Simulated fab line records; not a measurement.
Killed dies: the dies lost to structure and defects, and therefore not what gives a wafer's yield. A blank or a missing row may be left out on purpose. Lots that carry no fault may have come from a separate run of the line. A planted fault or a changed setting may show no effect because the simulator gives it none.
Commonality check across tools + flow sky130 + 14 lots and 42 wafers in the sample

== WHY THIS WAS OPENED ==
2 of 14 lots carry a flag on the reading NWELL_2_TW at SKY_NWELL_TW_MEAS_26. Fault-free wafers read 497, with a standard deviation of 5.1.
Rule: a lot is flagged when every wafer of it that has a number lies more than 4 standard deviations from that mean, or none has a number. The rest of the lots are taken to be sound.

| lot  | measured     | on            | NWELL_2_TW, wafer by wafer | flag    |
|------|--------------|---------------|----------------------------|---------|
| L760 | day 5 05:55  | film_metro-04 | 502 500 499                |         |
| L763 | day 6 03:06  | film_metro-02 | 499 504 504                |         |
| L764 | day 6 09:52  | film_metro-04 | 499 495 495                |         |
| L766 | day 6 15:37  | film_metro-04 | 499 496 497                |         |
| L770 | day 7 23:21  | film_metro-02 | 501 502 503                |         |
| L771 | day 8 07:50  | film_metro-04 | 501 499 501                |         |
| L773 | day 8 15:00  | film_metro-01 | 491 491 492                |         |
| L775 | day 9 01:00  | film_metro-01 | 545 541 541                | FLAGGED |
| L776 | day 9 08:22  | film_metro-02 | 559 558 559                | FLAGGED |
| L778 | day 9 21:50  | film_metro-04 | 498 498 500                |         |
| L780 | day 10 08:28 | film_metro-02 | 506 502 505                |         |
| L781 | day 10 11:53 | film_metro-01 | 491 493 490                |         |
| L779 | day 10 14:01 | film_metro-04 | 498 500 498                |         |
| L783 | day 11 02:05 | film_metro-01 | 489 491 491                |         |
The mean of the flagged lots' numbers is 550, +54 from the usual (+10 standard deviations).

== WHICH TOOL EACH LOT WENT THROUGH ==
The record holds 2 process steps before the reading, out of a route of 708 steps. Each cell gives the tool, then ch followed by the chambers the sampled wafers passed through, then the start.
| lot  | flag    | SKY_FIELD_ISO_CMP_27         | SKY_PWDE_COAT_02                 |
|------|---------|------------------------------|----------------------------------|
| L760 |         | cmp-02 ch 1,2,3, day 2 09:26 | litho_track-03 ch 0, day 3 11:16 |
| L763 |         | cmp-01 ch 0,2,3, day 3 01:33 | litho_track-03 ch 0, day 4 06:16 |
| L764 |         | cmp-02 ch 0,2,3, day 3 07:56 | litho_track-04 ch 0, day 4 11:13 |
| L766 |         | cmp-01 ch 0,1, day 3 14:40   | litho_track-04 ch 0, day 4 18:10 |
| L770 |         | cmp-02 ch 0,1, day 4 16:19   | litho_track-01 ch 0, day 5 22:04 |
| L771 |         | cmp-01 ch 0,1,2, day 4 23:06 | litho_track-03 ch 0, day 6 06:16 |
| L773 |         | cmp-02 ch 1,2,3, day 5 06:53 | litho_track-04 ch 0, day 6 12:46 |
| L775 | FLAGGED | cmp-01 ch 0,1,2, day 5 14:55 | litho_track-01, day 6 21:07      |
| L776 | FLAGGED | cmp-02 ch 0,2,3, day 5 22:13 | litho_track-03, day 7 05:05      |
| L778 |         | cmp-02 ch 0,1, day 6 06:07   | litho_track-03 ch 0, day 7 15:20 |
| L780 |         | cmp-02 ch 2,3, day 6 17:28   | litho_track-04 ch 0, day 8 03:08 |
| L781 |         | cmp-01 ch 1,2,3, day 6 21:07 | litho_track-04 ch 0, day 8 05:37 |
| L779 |         | cmp-02 ch 1,2, day 6 13:40   | litho_track-04 ch 0, day 7 21:22 |
| L783 |         | cmp-02 ch 1,3, day 7 09:03   | litho_track-04 ch 0, day 8 18:22 |
These steps, and what they do:
- SKY_FIELD_ISO_CMP_27: polishes, stops on Si3N4, t overpolish 16 s, target thk 457.8 nm.
- SKY_PWDE_COAT_02: resist thk 3000 nm.
- SKY_NWELL_TW_MEAS_26

== FLAGGED AGAINST TOTAL, ONE TOOL AT A TIME (gauges that did the reading follow at the end) ==
| step                 | tool           | lots run | flagged | share of the flagged lots | sound lots run after its first flagged lot |
|----------------------|----------------|----------|---------|---------------------------|--------------------------------------------|
| SKY_FIELD_ISO_CMP_27 | cmp-01         | 5        | 1       | some                      | 1 (L781)                                   |
| SKY_FIELD_ISO_CMP_27 | cmp-02         | 9        | 1       | some                      | 4 (L778,L779,L780,L783)                    |
| SKY_PWDE_COAT_02     | litho_track-01 | 2        | 1       | some                      | 0                                          |
| SKY_PWDE_COAT_02     | litho_track-03 | 5        | 1       | some                      | 1 (L778)                                   |
| SKY_PWDE_COAT_02     | litho_track-04 | 7        | 0       | none                      | -                                          |
| SKY_NWELL_TW_MEAS_26 | film_metro-01  | 4        | 1       | some                      | 2 (L781,L783)                              |
| SKY_NWELL_TW_MEAS_26 | film_metro-02  | 4        | 1       | some                      | 1 (L780)                                   |
| SKY_NWELL_TW_MEAS_26 | film_metro-04  | 6        | 0       | none                      | -                                          |

== THE TABLE: WHAT IT ALLOWS ==
No row of the table ran every flagged lot.

== WHAT THE SIMULATOR PUT IN ==
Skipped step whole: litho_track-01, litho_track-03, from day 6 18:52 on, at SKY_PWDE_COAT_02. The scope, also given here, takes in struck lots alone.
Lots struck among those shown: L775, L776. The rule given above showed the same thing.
